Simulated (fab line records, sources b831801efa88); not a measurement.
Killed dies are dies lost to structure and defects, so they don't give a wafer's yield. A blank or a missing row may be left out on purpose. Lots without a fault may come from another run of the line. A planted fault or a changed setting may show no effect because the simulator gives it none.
Chamber matching | flow gf180mcu | GF_CONTACT_CMP_04 on cmp-01: 4 sister chambers
The step polishes SiO2. 14 wafers are shown with their chamber, then 7 later ones without.

WAFERS WITH THEIR CHAMBER
wafer  | chamber | motor_current_A (A) | time_to_endpoint_s (s) | retaining_ring_pressure_frac
L989.3 | 3       | 11.1                | 105                    | 0.999
L989.4 | 2       | 12.0                | 116                    | 1.008
L989.6 | 3       | 12.0                | 104                    | 1.003
L993.4 | 2       | 13.3                | 116                    | 0.998
L993.5 | 2       | 13.3                | 121                    | 1.001
L993.6 | 1       | 11.3                | 115                    | 0.995
L994.2 | 2       | 12.6                | 119                    | 1.009
L994.3 | 1       | 11.0                | 118                    | 0.998
L994.5 | 2       | 13.1                | 118                    | 0.997
L995.1 | 2       | 13.2                | 117                    | 1.012
L995.2 | 1       | 11.2                | 116                    | 0.992
L995.3 | 0       | 9.6                 | 103                    | 1.012
L104.1 | 3       | 11.1                | 109                    | 0.998
L104.5 | 3       | 11.1                | 113                    | 1.001

SIGNATURES (means of the wafers above)
reading                      | chamber 0 | chamber 1 | chamber 2 | chamber 3 | scatter within a chamber
motor_current_A              | 9.600     | 11.167    | 12.917    | 11.325    | 0.447
time_to_endpoint_s           | 103.00    | 116.33    | 117.83    | 107.75    | 2.72
retaining_ring_pressure_frac | 1.01200   | 0.99500   | 1.00417   | 1.00025   | 0.00481
Rule: a wafer's distance from a chamber is the root of the sum, over the readings, of the square of ((its reading less the chamber's mean) divided by the reading's scatter). The wafer belongs to the nearest chamber; if the next one is less than 2 further off, it can't be placed. The scatter: the root of (the sum of the squares of (reading less its chamber's mean) over the shown wafers, divided by (wafers less chambers)).

WAFERS WITHOUT THEIR CHAMBER
wafer  | motor_current_A (A) | time_to_endpoint_s (s) | retaining_ring_pressure_frac
L104.6 | 12.8                | 127                    | 0.998
L105.1 | 12.9                | 118                    | 1.003
L105.5 | 11.2                | 120                    | 0.993
L105.6 | 13.1                | 127                    | 1.003
L109.3 | 11.2                | 106                    | 1.004
L109.4 | 9.8                 | 118                    | 1.002
L109.6 | 13.0                | 124                    | 1.006

WHICH CHAMBER EACH WENT THROUGH
wafer  | from the rows above     | in truth
L104.6 | can't be placed: 2 or 1 | 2
L105.1 | 2                       | 2
L105.5 | 1                       | 1
L105.6 | 2                       | 2
L109.3 | 3                       | 3
L109.4 | can't be placed: 1 or 3 | 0
L109.6 | 2                       | 2
Placed correctly: 5 of 7. Can't be placed from these rows: 2 (the true chamber is among the candidates in 1). Placed wrongly: 0.
